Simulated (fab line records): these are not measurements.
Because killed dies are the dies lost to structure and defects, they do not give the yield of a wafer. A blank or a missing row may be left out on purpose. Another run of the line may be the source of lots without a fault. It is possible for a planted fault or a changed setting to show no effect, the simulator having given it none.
Which tool did it? | flow gf180mcu | 13 lots, 39 wafers sampled, at 5 steps of a route of 602

WHAT THE GAUGES READ, wafer by wafer
GF_MIM_THK_MEAS_06. Usual: for MIM_CVD_05_THK the level is 42.1 nm and the standard deviation is 0.64.
lot  | measured     | on            | MIM_CVD_05_THK (nm) | flag
L706 | day 24 06:20 | film_metro-04 | 42.2 42.6 43.0      |
L707 | day 24 14:23 | film_metro-04 | 41.8 42.2 42.9      |
L709 | day 25 16:07 | film_metro-01 | 42.0 42.2 43.4      |
L710 | day 25 23:42 | film_metro-01 | 42.1 42.4 42.7      |
L712 | day 26 14:34 | film_metro-03 | 42.3 42.8 42.9      |
L713 | day 26 15:31 | film_metro-04 | 40.7 41.2 41.5      |
L714 | day 27 08:16 | film_metro-03 | 41.6 41.9 42.1      |
L718 | day 28 10:32 | film_metro-04 | 41.3 41.4 53.4      | OFF
L719 | day 28 20:44 | film_metro-04 | 52.1 52.8 41.5      | OFF
L722 | day 29 18:45 | film_metro-04 | 41.6 42.2 42.1      |
L723 | day 30 00:24 | film_metro-01 | 41.7 41.8 41.9      |
L726 | day 30 19:20 | film_metro-03 | 42.3 42.8 43.7      |
L728 | day 31 02:52 | film_metro-04 | 41.9 41.6 42.5      |

GF_MIM_RS_MEAS_10: measurement is done with a four-point probe. Usual: for MIM_ALCU_RS the level is 0.1595 ohm/sq and the standard deviation is 0.0016.
lot  | measured     | on            | MIM_ALCU_RS (ohm/sq) | flag
L706 | day 24 06:30 | film_metro-03 | 0.1610 0.1604 0.1618 |
L707 | day 24 14:33 | film_metro-04 | 0.1572 0.1589 0.1580 |
L709 | day 25 16:17 | film_metro-03 | 0.1598 0.1596 0.1591 |
L710 | day 25 23:52 | film_metro-03 | 0.1597 0.1606 0.1606 |
L712 | day 26 14:44 | film_metro-04 | 0.1610 0.1627 0.1608 |
L713 | day 26 15:41 | film_metro-01 | 0.1583 0.1596 0.1596 |
L714 | day 27 08:26 | film_metro-04 | 0.1603 0.1597 0.1610 |
L718 | day 28 10:42 | film_metro-04 | 0.1593 0.1617 0.1604 |
L719 | day 28 20:55 | film_metro-03 | 0.1586 0.1605 0.1586 |
L722 | day 29 18:55 | film_metro-04 | 0.1584 0.1580 0.1595 |
L723 | day 30 00:34 | film_metro-03 | 0.1615 0.1599 0.1588 |
L726 | day 30 19:29 | film_metro-01 | 0.1563 0.1577 0.1560 |
L728 | day 31 03:02 | film_metro-03 | 0.1613 0.1605 0.1603 |

EACH LOT AND THE TOOL THAT RAN IT (in order: tool; ch and the chambers of the sampled wafers; start)
lot  | GF_V4_SPUTTER_21             | GF_MIM_CVD_05                   | GF_MIM_SPUTTER_07
L706 | pvd_sputter-04, day 24 05:24 | pecvd-01 ch 0,1, day 24 06:19   | pvd_sputter-01, day 24 06:24
L707 | pvd_sputter-02, day 24 13:27 | pecvd-01 ch 1,2, day 24 14:22   | pvd_sputter-04, day 24 14:27
L709 | pvd_sputter-04, day 25 15:11 | pecvd-02 ch 0,2, day 25 16:05   | pvd_sputter-03, day 25 16:11
L710 | pvd_sputter-04, day 25 22:44 | pecvd-01 ch 0,1,2, day 25 23:39 | pvd_sputter-01, day 25 23:45
L712 | pvd_sputter-02, day 26 13:36 | pecvd-01 ch 0,1, day 26 14:31   | pvd_sputter-01, day 26 14:36
L713 | pvd_sputter-04, day 26 14:34 | pecvd-03 ch 0,2, day 26 15:28   | pvd_sputter-04, day 26 15:34
L714 | pvd_sputter-01, day 27 07:17 | pecvd-03 ch 0,1, day 27 08:13   | pvd_sputter-01, day 27 08:18
L718 | pvd_sputter-04, day 28 09:35 | pecvd-01 ch 0,1,2, day 28 10:31 | pvd_sputter-04, day 28 10:36
L719 | pvd_sputter-04, day 28 19:46 | pecvd-01 ch 0,2, day 28 20:40   | pvd_sputter-04, day 28 20:46
L722 | pvd_sputter-02, day 29 17:36 | pecvd-03 ch 0,1, day 29 18:43   | pvd_sputter-03, day 29 18:48
L723 | pvd_sputter-01, day 29 23:17 | pecvd-02 ch 0,1, day 30 00:22   | pvd_sputter-01, day 30 00:27
L726 | pvd_sputter-01, day 30 18:23 | pecvd-02 ch 0,2, day 30 19:18   | pvd_sputter-04, day 30 19:23
L728 | pvd_sputter-04, day 31 01:55 | pecvd-03 ch 0,1, day 31 02:50   | pvd_sputter-04, day 31 02:55
- GF_V4_SPUTTER_21: material Ti, target thk 15 nm, time 80.02 s.
- GF_MIM_CVD_05: deposits Si3N4, target thk 42 nm, time 29.086 s.
- GF_MIM_SPUTTER_07: material TiN, target thk 60 nm, time 50 s.

AS READ BY THE TOOLS THEMSELVES (means over the sampled wafers that have a number; for cases with no such wafer, the mark the record gives instead)
GF_V4_SPUTTER_21. Usual: 30.2 % for throttle_valve_pct, sd 0.88.
lot  | tool           | throttle_valve_pct (%) | flag
L706 | pvd_sputter-04 | 30.0                   |
L707 | pvd_sputter-02 | 30.3                   |
L709 | pvd_sputter-04 | 29.7                   |
L710 | pvd_sputter-04 | 29.6                   |
L712 | pvd_sputter-02 | 30.3                   |
L713 | pvd_sputter-04 | 29.9                   |
L714 | pvd_sputter-01 | 31.1                   |
L718 | pvd_sputter-04 | 29.3                   |
L719 | pvd_sputter-04 | 29.3                   |
L722 | pvd_sputter-02 | 30.0                   |
L723 | pvd_sputter-01 | 31.0                   |
L726 | pvd_sputter-01 | 30.4                   |
L728 | pvd_sputter-04 | 28.8                   |

GF_MIM_CVD_05. Usual: heater_power_outer_w 377 W, standard deviation 55; heater_power_w 635 W, standard deviation 78.
lot  | tool     | heater_power_outer_w (W) | heater_power_w (W) | flag
L706 | pecvd-01 | 360                      | 629                |
L707 | pecvd-01 | 371                      | 616                |
L709 | pecvd-02 | 391                      | 644                |
L710 | pecvd-01 | 397                      | 659                |
L712 | pecvd-01 | 351                      | 592                |
L713 | pecvd-03 | 390                      | 645                |
L714 | pecvd-03 | 376                      | 639                |
L718 | pecvd-01 | 403                      | 680                |
L719 | pecvd-01 | 395                      | 679                |
L722 | pecvd-03 | 392                      | 658                |
L723 | pecvd-02 | 367                      | 615                |
L726 | pecvd-02 | 401                      | 653                |
L728 | pecvd-03 | 334                      | 570                |

GF_MIM_SPUTTER_07. Usual: 30.0 % for throttle_valve_pct, sd 0.89.
lot  | tool           | throttle_valve_pct (%) | flag
L706 | pvd_sputter-01 | 31.4                   |
L707 | pvd_sputter-04 | 29.2                   |
L709 | pvd_sputter-03 | 30.7                   |
L710 | pvd_sputter-01 | 30.9                   |
L712 | pvd_sputter-01 | 30.4                   |
L713 | pvd_sputter-04 | 29.3                   |
L714 | pvd_sputter-01 | 30.5                   |
L718 | pvd_sputter-04 | 30.0                   |
L719 | pvd_sputter-04 | 29.5                   |
L722 | pvd_sputter-03 | 29.8                   |
L723 | pvd_sputter-01 | 30.8                   |
L726 | pvd_sputter-04 | 30.0                   |
L728 | pvd_sputter-04 | 29.5                   |

THE ANSWER, worked out from the rows above alone
Rule: take the mean of a lot's wafers that have a number; if it is more than 3 standard deviations from the usual mean, the lot is off. Also off: a lot with no number at a reading for which 4 or more lots have one. The other lots that the step has rows for count as sound. The gauges are gone through in route order, then the tools' own readings, and for those a lot's mean is taken as printed above. The first step at which some lot is off is used, and at that step the reading that is off furthest; a lot without a number counts as furthest.
Off: at GF_MIM_THK_MEAS_06 (MIM_CVD_05_THK), L718, L719.
A tool fits if, at a process step before that reading, it ran every lot that is off, and no sound lot after the first of them. Those tools and the gauges at GF_MIM_THK_MEAS_06 are tried in the same way. One fits: pecvd-01 at GF_MIM_CVD_05. A fault onset in the window from L712 (day 26 14:31, its last sound lot) to L718 (day 28 10:31, its first lot off) fits.

WHAT HAD BEEN PUT IN BY THE SIMULATOR
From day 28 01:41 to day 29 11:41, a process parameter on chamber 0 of pecvd-01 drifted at GF_MIM_CVD_05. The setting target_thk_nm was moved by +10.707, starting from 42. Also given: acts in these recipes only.
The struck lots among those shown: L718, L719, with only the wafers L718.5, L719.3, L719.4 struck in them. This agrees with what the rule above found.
